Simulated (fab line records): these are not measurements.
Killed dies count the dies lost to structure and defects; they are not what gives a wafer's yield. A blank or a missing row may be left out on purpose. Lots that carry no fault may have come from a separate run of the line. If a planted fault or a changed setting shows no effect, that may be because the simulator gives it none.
Struck lot and sound lot, side by side -- flow gf180mcu -- 15 steps out of a route of 602
Sound: wafers L320.1, L320.2, L320.6. Struck: wafers L316.1, L316.4 (left out: L316.3, a lot-mate that was not struck); the cause follows at the end.
Per side, at each step with rows, come the tool, then ch with its chambers, and then its first start. Under that, the readings that differ: sound wafers -- struck wafers -- difference of the means -- sigmas: that difference in standard deviations of wafers without a fault.
alike: same words and numbers on both sides, and readings whose means sit less than 2 such deviations apart. not compared: any withheld reading, any reading some wafer has no value for, any bound like >300 that may hide the same value, and any number with overlapping values for which the record gives no deviation.
A row with sigmas, a row that says differs or no value, or rows on one side alone: a step with any of these is where the two part. Numbers that don't overlap but have no deviation are shown without sigmas and don't part them. Lack of a reading on every wafer of one side parts them only where that side has two or more wafers.

first, 1 step without rows for these wafers: GF_HV_LDD_DEVELOP_30 (develop time 60 s).
GF_HV_LDD_CD_MEAS_31: the cd target is 400 nm.
  sound on cd_sem-02 at day 14 09:43; struck on cd_sem-01 at day 13 00:50
reading,sound,struck,difference,sigmas
cd_nm (nm),398.6 400.6 399.1,406.0 402.5,+4.8,+2
GF_HV_LDD_OVL_MEAS_32:
  sound on overlay-02 at day 14 09:50; struck on overlay-01 at day 13 00:57
  alike: HV_LDD_02_OVL
then, 4 steps without rows for these wafers: GF_HV_LDD_IMPLANT_33; GF_HV_LDD_IMPLANT_34; GF_HV_LDD_IMPLANT_35; GF_HV_LDD_IMPLANT_36.
GF_HV_LDD_STRIP_37: strips in O2/N2.
  sound on plasma_asher-01 ch 0,1, day 14 10:28; struck on plasma_asher-01 ch 1, day 13 01:35
  alike: drypump_motor_current_A, heater_power_w, oes_product_au, strip_time_to_endpoint_s
  not compared: rf_hours_counter_h
GF_HV_LDD_TW_MEAS_38:
  sound on film_metro-02 at day 14 10:34; struck on film_metro-03 at day 13 01:41
  alike: HV_LDD_3_TW
then, 3 steps without rows for these wafers: GF_HV_LDD_DEHYDRATE_39 (time 60 s); GF_HV_LDD_HMDS_40 (prime time 60 s); GF_HV_LDD_COAT_41 (resist thk 1000 nm).
GF_HV_LDD_SOFTBAKE_42: time 60 s.
  sound on litho_track-02 ch 0, day 14 20:35; struck on litho_track-04 ch 0, day 13 11:49
reading,sound,struck,difference,sigmas
run_length_s (s),89.02 89.11 89.25,93.31 93.39,+4.22,+23
  alike: heater_power_total_W
then, 1 step without rows for these wafers: GF_HV_LDD_EXPOSE_43 (exposes mask Pplus HV AREA, target cd 400 nm).
-- a jump in the record: the struck wafers' starts before and after are 17 days apart (it breaks off in module HV_LDD and resumes in module PASSIVATION, where the first step shown is number 602 of the route) --
GF_PASSIVATION_PROBE_99:
  record: rows for the struck wafers here (prober-01, day 30 13:43), none for the sound ones

== WHERE THEY PART ==
Earliest at GF_HV_LDD_CD_MEAS_31; latest, in this record, at GF_PASSIVATION_PROBE_99.

WHY: whatever the simulator had introduced
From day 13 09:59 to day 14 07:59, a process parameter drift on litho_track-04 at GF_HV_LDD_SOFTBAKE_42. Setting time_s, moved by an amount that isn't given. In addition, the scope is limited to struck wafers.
